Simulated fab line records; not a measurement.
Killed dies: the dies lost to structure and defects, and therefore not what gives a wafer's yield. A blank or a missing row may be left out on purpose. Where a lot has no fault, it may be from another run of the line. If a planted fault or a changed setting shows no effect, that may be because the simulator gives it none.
Chamber matching | flow sky130 | 3 sister chambers for SKY_CONTACT_CVD_00 on pecvd-04
The step deposits Si3N4, target thk 75 nm. 3 wafers are shown with their chamber, then 7 later ones without.

== EACH WAFER AND ITS CHAMBER ==
wafer  | chamber | heater-power-w (W)
L798.1 | 1       | 604
L809.2 | 0       | 779
L809.3 | 2       | 610

== WAFERS MISSING THEIR CHAMBER ==
wafer  | heater-power-w (W)
L809.5 | 607
L812.3 | 855
L812.4 | 641
L812.5 | 630
L815.1 | 606
L815.2 | 675
L815.5 | 601

== WHICH CHAMBER EACH WENT THROUGH ==
wafer  | from the rows above          | in truth
L809.5 | can't be placed: 1 or 2      | 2
L812.3 | 0                            | 0
L812.4 | can't be placed: 2 or 1      | 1
L812.5 | can't be placed: 2 or 1      | 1
L815.1 | can't be placed: 1 or 2      | 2
L815.2 | can't be placed: 2 or 1 or 0 | 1
L815.5 | can't be placed: 1 or 2      | 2
Correctly placed: 1 of 7. From these rows, 6 cannot be placed; in 6 the true chamber is one of the candidates. Placed wrongly: 0.
How it was worked out, from the rows above alone: a wafer's distance from a chamber is the root of the sum, over the readings, of the square of ((its reading less the chamber's mean) divided by the reading's scatter). The wafer belongs to the nearest chamber; if the next one is less than 2 further off, it can't be placed. The mean given for a chamber averages the wafers shown for that chamber. The scatter (one wafer shown for each chamber): square how far every hidden wafer sits from the nearest shown wafer, average those squares and take the square root.
